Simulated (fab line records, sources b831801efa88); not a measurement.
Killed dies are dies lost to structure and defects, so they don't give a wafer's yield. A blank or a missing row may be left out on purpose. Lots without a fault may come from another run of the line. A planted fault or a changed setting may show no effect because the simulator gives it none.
fab line records | flow gf180mcu
record lots=13 wafers=36 last_day=34
route steps=602 shown CONTACT@309 V1@336 M3@410
lots that met no fault: from a run of the same line without faults
start_h: hours from the record's first day to the start of the lot's first wafer shown | wait_h: hours since the lot's step before | " the same as in the row above | L1.1+2: a row that stands for several wafers | - no value, or no start given | * or withheld: withheld | < > ~ a bound
route shown NAME@n: a module of which the file shows steps, and the number in the route of the first | usual: mean/standard deviation of fault-free wafers | same: alike in all rows | chamber/n: place in a boat | sites: the reading at each site | _std_site: their standard deviation | _edge_site: outer sites' mean less inner sites' | radius_mm: how far each site lies from the wafer's centre | mask NAME#n: copy n | behind: the tool/chamber that last shaped the wafer | hold: why the lot was held/for how many hours/how that ended | device: the transistor (n, p or np) that didn't switch | end of line: the same wafers' tests at the end of the route | a step without rows: its recipe alone | killed: dies lost to structure and defects at the first sort, not the wafer's yield | map: a wafer's dies, x killed, . not, _ none there
set.NAME: the setting as run; set.NAME@STEP: as run at that earlier step | model.NAME: the simulator's own value behind a step, which no gauge read
steps of the route over a sample of lots; a table a step, a row a wafer
services: from which hour (start_h, from the record's first day; less than 0 if before it) a tool's chamber was out of use, for how many hours, and why
## steps
# step GF_CONTACT_SPUTTER_22
# recipe material=Ti target_thk_nm=15 chamber_pressure_pa=5 power_w=2500 substrate_temp_c=200 time_s=80.02
# usual throttle_valve_pct=29.5/0.87
# columns lot.wafer tool chamber start_h wait_h throttle_valve_pct
L772.1 pvd_sputter-04 - 364.14 0.0 30.5
L772.4 " - " " 29.9
L772.6 " - " " 30.5
L773.1 pvd_sputter-02 - 378.51 0.0 29.2
L773.4 " - " " 28.3
L773.5 " - " " 28.9
L775.2 pvd_sputter-04 - 396.31 0.0 29.8
L775.3 " - " " 30.7
L775.4 " - " " 30.5
L776.1 pvd_sputter-01 - 405.48 0.0 29.5
L776.2 " - " " 28.9
L776.5 " - " " 27.4
L778.4 pvd_sputter-04 - 425.61 0.0 29.5
L778.5 " - " " 30.6
L778.6 " - " " 30.3
L780.1 pvd_sputter-04 - 465.94 0.0 29.8
L780.5 " - " " 29.9
L781.5 pvd_sputter-01 - 469.51 0.0 29.6
L781.6 " - " " 29.6
L784.1 pvd_sputter-01 - 493.36 0.0 27.6
L784.5 " - " " 29.6
L790.1 pvd_sputter-01 - 528.97 0.0 28.8
L790.4 " - " " 27.3
L790.6 " - " " 29.8
L791.1 pvd_sputter-02 - 537.13 0.0 28.4
L791.3 " - " " 29.0
L791.6 " - " " 28.9
L792.1 pvd_sputter-01 - 547.98 0.0 29.3
L792.3 " - " " 28.8
L792.6 " - " " 29.3
L793.2 pvd_sputter-04 - 556.08 0.0 30.5
L793.4 " - " " 29.3
L793.5 " - " " 30.1
L794.3 pvd_sputter-01 - 559.61 0.0 29.3
L794.4 " - " " 28.8
L794.5 " - " " 29.8
# step GF_CONTACT_CVD_24
# recipe material=W target_thk_nm=300 time_s=90.339 temp_c=400 pressure_torr=40
# usual heater_power_w=878/52
# columns lot.wafer tool chamber start_h wait_h heater_power_w
L772.1 cvd_w-01 0 364.24 0.0 862
L772.4 " 0 " " 879
L772.6 " 1 " " 812
L773.1 cvd_w-01 1 378.61 0.0 800
L773.4 " 0 " " 863
L773.5 " 1 " " 801
L775.2 cvd_w-01 1 396.47 0.1 810
L775.3 " 0 " " 874
L775.4 " 1 " " 799
L776.1 cvd_w-02 1 405.58 0.0 891
L776.2 " 0 " " 927
L776.5 " 0 " " 947
L778.4 cvd_w-01 0 425.75 0.1 901
L778.5 " 1 " " 814
L778.6 " 0 " " 897
L780.1 cvd_w-01 0 466.04 0.0 886
L780.5 " 0 " " 882
L781.5 cvd_w-01 1 469.65 0.1 809
L781.6 " 0 " " 876
L784.1 cvd_w-01 1 493.46 0.0 799
L784.5 " 0 " " 885
L790.1 cvd_w-02 0 529.07 0.0 953
L790.4 " 1 " " 878
L790.6 " 1 " " 851
L791.1 cvd_w-02 0 537.24 0.0 941
L791.3 " 0 " " 931
L791.6 " 1 " " 886
L792.1 cvd_w-02 0 548.08 0.0 937
L792.3 " 1 " " 871
L792.6 " 0 " " 967
L793.2 cvd_w-01 1 556.18 0.0 812
L793.4 " 1 " " 813
L793.5 " 1 " " 830
L794.3 cvd_w-02 0 559.74 0.1 957
L794.4 " 1 " " 864
L794.5 " 0 " " 948
# step GF_CONTACT_RS_MEAS_25
# recipe thk_meas_gauge=four-point-probe reads=W_of_CONTACT_CVD_24+TiN_of_CONTACT_SPUTTER_23+Ti_of_CONTACT_SPUTTER_22
# usual CONTACT_W_RS=0.385/0.0043
# columns lot.wafer tool chamber start_h wait_h CONTACT_W_RS[ohm/sq]
L772.1 film_metro-03 - 364.34 0.1 0.377
L772.4 " - " " 0.383
L772.6 " - " " 0.385
L773.1 film_metro-01 - 378.72 0.1 0.384
L773.4 " - " " 0.377
L773.5 " - " " 0.382
L775.2 film_metro-04 - 396.59 0.1 0.386
L775.3 " - " " 0.378
L775.4 " - " " 0.390
L776.1 film_metro-01 - 405.68 0.1 0.386
L776.2 " - " " 0.379
L776.5 " - " " 0.381
L778.4 film_metro-01 - 425.87 0.1 0.382
L778.5 " - " " 0.391
L778.6 " - " " 0.381
L780.1 film_metro-03 - 466.14 0.1 0.384
L780.5 " - " " 0.305
L781.5 film_metro-03 - 469.76 0.1 0.304
L781.6 " - " " 0.301
L784.1 film_metro-03 - 493.56 0.1 0.391
L784.5 " - " " 0.303
L790.1 film_metro-01 - 529.17 0.1 0.381
L790.4 " - " " 0.388
L790.6 " - " " 0.389
L791.1 film_metro-01 - 537.34 0.1 0.384
L791.3 " - " " 0.384
L791.6 " - " " 0.392
L792.1 film_metro-04 - 548.18 0.1 0.379
L792.3 " - " " 0.385
L792.6 " - " " 0.376
L793.2 film_metro-04 - 556.30 0.1 0.392
L793.4 " - " " 0.387
L793.5 " - " " 0.387
L794.3 film_metro-03 - 559.85 0.1 0.389
L794.4 " - " " 0.386
L794.5 " - " " 0.386
# step GF_CONTACT_THK_MEAS_26
# recipe thk_meas_gauge=xrf reads=W_of_CONTACT_CVD_24
# usual CONTACT_W_THK=296/4.2
# columns lot.wafer tool chamber start_h wait_h CONTACT_W_THK[nm]
L772.1 film_metro-03 - 364.46 0.1 305
L772.4 " - " " 299
L772.6 " - " " 296
L773.1 film_metro-01 - 378.84 0.1 295
L773.4 " - " " 302
L773.5 " - " " 298
L775.2 film_metro-04 - 396.70 0.1 295
L775.3 " - " " 302
L775.4 " - " " 292
L776.1 film_metro-01 - 405.80 0.1 293
L776.2 " - " " 300
L776.5 " - " " 300
L778.4 film_metro-01 - 425.96 0.1 298
L778.5 " - " " 290
L778.6 " - " " 296
L780.1 film_metro-03 - 466.26 0.1 296
L780.5 " - " " 373
L781.5 film_metro-03 - 469.84 0.1 375
L781.6 " - " " 379
L784.1 film_metro-03 - 493.68 0.1 293
L784.5 " - " " 376
L790.1 film_metro-01 - 529.29 0.1 300
L790.4 " - " " 295
L790.6 " - " " 296
L791.1 film_metro-01 - 537.46 0.1 296
L791.3 " - " " 297
L791.6 " - " " 292
L792.1 film_metro-04 - 548.30 0.1 296
L792.3 " - " " 293
L792.6 " - " " 298
L793.2 film_metro-04 - 556.41 0.1 288
L793.4 " - " " 291
L793.5 " - " " 291
L794.3 film_metro-03 - 559.95 0.1 296
L794.4 " - " " 298
L794.5 " - " " 296
# step GF_CONTACT_CMP_27
# recipe stop_on=SiO2 down_force_psi=3.5 platen_rpm=60 t_overpolish_s=15 target_thk_nm=0 pad_velocity_m_s=0.94248
# usual motor_current_A=10.6/1 time_to_endpoint_s=73/3.5
# columns lot.wafer tool chamber start_h wait_h motor_current_A time_to_endpoint_s
L772.1 cmp-01 0 364.57 0.1 10.6 77
L772.4 " 2 " " 11.0 74
L772.6 " 3 " " 11.3 75
L773.4 cmp-01 0 378.90 0.0 11.1 80
L773.1 " 1 " " 12.4 76
L773.5 " 1 " " 11.7 75
L775.2 cmp-02 0 396.80 0.1 9.3 79
L775.3 " 1 " " 10.3 76
L775.4 " 2 " " 11.9 68
L776.2 cmp-02 3 405.86 0.0 10.4 74
L776.1 " 0 " " 9.5 74
L776.5 " 3 " " 10.4 73
L778.4 cmp-01 0 426.14 0.2 11.1 72
L778.5 " 1 " " 11.6 67
L778.6 " 2 " " 10.9 75
L780.1 cmp-02 2 466.42 0.1 12.1 71
L780.5 " 0 " " 9.1 96
L781.6 cmp-02 3 470.06 0.2 10.3 92
L781.5 " 0 " " 9.1 93
L784.1 cmp-01 0 493.84 0.1 10.5 72
L784.5 " 2 " " 10.8 93
L790.1 cmp-01 1 529.35 0.1 11.8 71
L790.4 " 0 " " 10.2 72
L790.6 " 2 " " 10.9 73
L791.1 cmp-01 3 537.57 0.1 11.4 72
L791.3 " 1 " " 10.9 71
L791.6 " 2 " " 10.3 73
L792.1 cmp-02 3 548.36 0.1 9.7 75
L792.3 " 2 " " 12.0 69
L792.6 " 0 " " 9.3 81
L793.2 cmp-02 1 556.46 0.0 10.4 75
L793.4 " 3 " " 10.3 74
L793.5 " 2 " " 11.5 70
L794.4 cmp-02 0 560.04 0.1 9.3 76
L794.3 " 2 " " 11.5 67
L794.5 " 0 " " 8.8 78
# step GF_V1_THK_MEAS_01
# recipe reads=SiO2_of_V1_CVD_00
# usual V1_CVD_00_THK=601/8.1
# columns lot.wafer tool chamber start_h wait_h V1_CVD_00_THK[nm]
L772.1 film_metro-03 - 388.76 0.0 588
L772.4 " - " " 595
L772.6 " - " " 602
L773.1 film_metro-03 - 403.85 0.0 605
L773.4 " - " " 607
L773.5 " - " " 596
L775.2 film_metro-02 - 421.95 0.0 593
L775.3 " - " " 594
L775.4 " - " " 598
L776.1 film_metro-03 - 431.14 0.0 600
L776.2 " - " " 601
L776.5 " - " " 604
L778.4 film_metro-03 - 452.32 0.0 602
L778.5 " - " " 601
L778.6 " - " " 596
L780.1 film_metro-02 - 491.59 0.0 609
L780.5 " - " " 607
L781.5 film_metro-02 - 495.05 0.0 606
L781.6 " - " " 593
L784.1 film_metro-04 - 518.73 0.0 606
L784.5 " - " " 598
L790.1 film_metro-04 - 553.26 0.0 599
L790.4 " - " " 603
L790.6 " - " " 612
L791.1 film_metro-03 - 561.66 0.0 599
L791.3 " - " " 584
L791.6 " - " " 585
L792.1 film_metro-02 - 571.66 0.0 598
L792.3 " - " " 599
L792.6 " - " " 585
L793.2 film_metro-02 - 578.96 0.0 615
L793.4 " - " " 599
L793.5 " - " " 606
L794.3 film_metro-04 - 583.13 0.1 600
L794.4 " - " " 609
L794.5 " - " " 594
# step GF_M3_SPUTTER_01
# recipe material=TiN target_thk_nm=30 power_w=6500 time_s=25 chamber_pressure_pa=0.4
# usual throttle_valve_pct=29.5/0.65
# columns lot.wafer tool chamber start_h wait_h throttle_valve_pct
L772.1 pvd_sputter-03 - 465.06 0.1 29.3
L772.4 " - " " 29.4
L772.6 " - " " 29.4
L773.1 pvd_sputter-03 - 481.68 0.1 28.7
L773.4 " - " " 29.4
L773.5 " - " " 28.9
L775.2 pvd_sputter-03 - 500.16 0.1 29.5
L775.3 " - " " 29.1
L775.4 " - " " 28.8
L776.1 pvd_sputter-03 - 508.97 0.1 28.9
L776.2 " - " " 29.1
L776.5 " - " " 29.6
L778.4 pvd_sputter-02 - 529.33 0.1 30.6
L778.5 " - " " 30.3
L778.6 " - " " 30.2
L780.1 pvd_sputter-04 - 566.82 0.1 30.4
L780.5 " - " " 29.3
L781.5 pvd_sputter-04 - 568.93 0.0 30.0
L781.6 " - " " 29.5
L784.1 pvd_sputter-03 - 590.53 0.1 29.3
L784.5 " - " " 28.8
L790.1 pvd_sputter-02 - 622.75 0.1 28.3
L790.4 " - " " 30.5
L790.6 " - " " 28.5
L791.1 pvd_sputter-02 - 629.55 0.1 28.5
L791.3 " - " " 29.9
L791.6 " - " " 28.3
L792.1 pvd_sputter-04 - 638.20 0.1 30.1
L792.3 " - " " 30.0
L792.6 " - " " 29.3
L793.2 pvd_sputter-03 - 646.23 0.1 29.0
L793.4 " - " " 29.3
L793.5 " - " " 29.7
L794.3 pvd_sputter-03 - 650.63 0.1 29.6
L794.4 " - " " 29.1
L794.5 " - " " 29.1
## services
# columns tool chamber start_h hours kind
cmp-01 - 354.44 1.3 repair
cmp-02 - 359.28 4.4 pm
cmp-02 - 366.75 0.5 repair
cmp-01 - 377.93 0.4 repair
cvd_w-02 - 390.00 14.0 pm
cmp-01 - 397.91 0.5 repair
cmp-01 - 404.00 4.0 pm
pvd_sputter-02 - 415.34 110.0 repair
cmp-02 - 423.53 1.0 repair
cvd_w-02 - 425.07 0.7 repair
pvd_sputter-04 - 434.98 0.5 repair
cmp-01 - 438.16 0.7 repair
cmp-02 - 482.21 1.7 repair
cmp-02 - 496.09 1.9 repair
pvd_sputter-03 - 521.86 11.9 repair
pvd_sputter-04 - 530.52 1.8 repair
cvd_w-02 - 551.23 2.8 pm
cmp-02 - 572.08 4.0 pm
cmp-01 - 584.21 2.3 repair
cmp-02 - 586.19 1.1 repair
cmp-01 - 597.31 5.2 pm
pvd_sputter-02 - 597.95 0.5 repair
cmp-01 - 604.11 1.0 repair
cmp-01 - 628.39 4.1 repair
## key
first_sign step=GF_CONTACT_RS_MEAS_25 reading=CONTACT_W_RS direction=down sigmas=19 usual=0.385 struck=0.303
effect step=GF_CONTACT_THK_MEAS_26 reading=CONTACT_W_THK direction=up sigmas=19 usual=296 struck=376
effect step=GF_CONTACT_CMP_27 reading=time_to_endpoint_s direction=up sigmas=5.7 usual=* struck=*
met_at GF_CONTACT_CVD_24
struck_lots L780,L781,L784
struck_wafers L780.5,L781.5,L781.6,L784.5
tester_left_out L780,L781,L784
not_acting_at GF_CONTACT_SPUTTER_22,GF_V1_THK_MEAS_01,GF_M3_SPUTTER_01
onset_between 425.75 466.04
fault kind=process_parameter_drift tool=cvd_w-01 chamber=- onset_h=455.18 steps=GF_CONTACT_CVD_24 channel=target_thk_nm offset=81.086 shape=step end_h=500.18 scope=struck_wafers_only acts_in=these_recipes_only stated=300
# tester_left_out: of these lots the tester's yield and bins aren't shown, on N5 and GAA mostly nor the transistor test; their killed dies are dies lost to structure and defects alone, not to doping, threshold or leakage, so they don't give the yield
